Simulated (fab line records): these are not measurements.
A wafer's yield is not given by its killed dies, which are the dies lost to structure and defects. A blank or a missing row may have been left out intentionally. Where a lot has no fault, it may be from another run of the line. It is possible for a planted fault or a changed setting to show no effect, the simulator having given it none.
One fault through the eyes of 2 desks -- flow sky130 -- what lay behind the numbers comes last; until then each desk has only its own

== AT THE METROLOGY DESK ==
What the gauges read, lot by lot, whatever tool the lot ran on: means of the sampled wafers that have a number. Any lot whose mean is over 4 standard deviations away from the usual mean is out of limits and marked OUT; that distance is given in the brackets.
Columns: A = VT_ADJUST_NCORE_TW at SKY_VT_ADJUST_NCORE_TW_MEAS_11, usual 220.1
lot,first seen here,A
L937,day 8 19:10,220.7
L940,day 9 19:55,218.8
L941,day 9 20:53,221.5
L942,day 10 13:49,220.0
L943,day 10 14:22,219.7
L944,day 10 18:53,220.4
L945,day 11 03:52,218.9
L947,day 11 15:01,218.7
L951,day 12 17:53,228.0 (+5.6) OUT
L953,day 13 12:10,228.3 (+5.9) OUT
L959,day 15 02:28,221.8
L960,day 15 11:01,217.2
This desk's result: L951, L953 out of limits, first on L951 (VT_ADJUST_NCORE_TW at SKY_VT_ADJUST_NCORE_TW_MEAS_11), day 12 17:53. Within limits: L937, L940, L941, L942, L943, L944, L945, L947, L959, L960.

== TOOL OWNER'S DESK, implanter-01 ==
SKY_VT_ADJUST_NCORE_IMPLANT_09, tool's own readings: per-lot mean of the sampled wafers with a number, covering each lot this tool ran. Any lot whose mean is over 4 standard deviations away from the usual mean is out of limits and marked OUT; that distance is given in the brackets.
Columns: A = beamOnS at SKY_VT_ADJUST_NCORE_IMPLANT_09, usual 10.02 s; B = endStationPressureTorr at SKY_VT_ADJUST_NCORE_IMPLANT_09, usual 4.97e-06 Torr; C = faradayCurrentUA at SKY_VT_ADJUST_NCORE_IMPLANT_09, usual 13.52
lot,first seen here,A,B,C
L937,day 8 18:55,9.87,4.75e-06,13.76
L940,day 9 19:42,10.11,5.30e-06,13.40
L943,day 10 14:07,9.91,4.80e-06,13.67
L945,day 11 03:37,10.13,5.04e-06,13.35
L947,day 11 14:46,10.03,5.06e-06,13.55
L951,day 12 17:41,11.55 (+7.7) OUT,8.13e-05 (+99 or more) OUT,11.55 (-7.3) OUT
L953,day 13 11:55,11.68 (+8.3) OUT,7.76e-05 (+99 or more) OUT,11.39 (-7.9) OUT
This desk finds L951, L953 out of limits, L951 being first, at day 12 17:41 (beamOnS at SKY_VT_ADJUST_NCORE_IMPLANT_09). Within limits: L937, L940, L943, L945, L947.

== TAKEN TOGETHER ==
The tool owner's desk had the chance to raise an alarm at day 12 17:41 on L951, L953.
The metrology desk could have raised an alarm at day 12 17:53, on L951, L953.
Of the lots named, all ran SKY_VT_ADJUST_NCORE_IMPLANT_09 on implanter-01.

== WHAT WAS PUT IN BY THE SIMULATOR ==
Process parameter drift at SKY_VT_ADJUST_NCORE_IMPLANT_09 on implanter-01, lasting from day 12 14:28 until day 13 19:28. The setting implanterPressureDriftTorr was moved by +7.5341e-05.
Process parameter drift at SKY_VT_ADJUST_NCORE_IMPLANT_09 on implanter-01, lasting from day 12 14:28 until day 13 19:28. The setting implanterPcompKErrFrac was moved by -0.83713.
Struck lots among those shown: L951, L953.
Delay (hours) between the fault's onset and each desk's first out-of-limits reading: 3 at the tool owner's desk, 3 at the metrology desk.
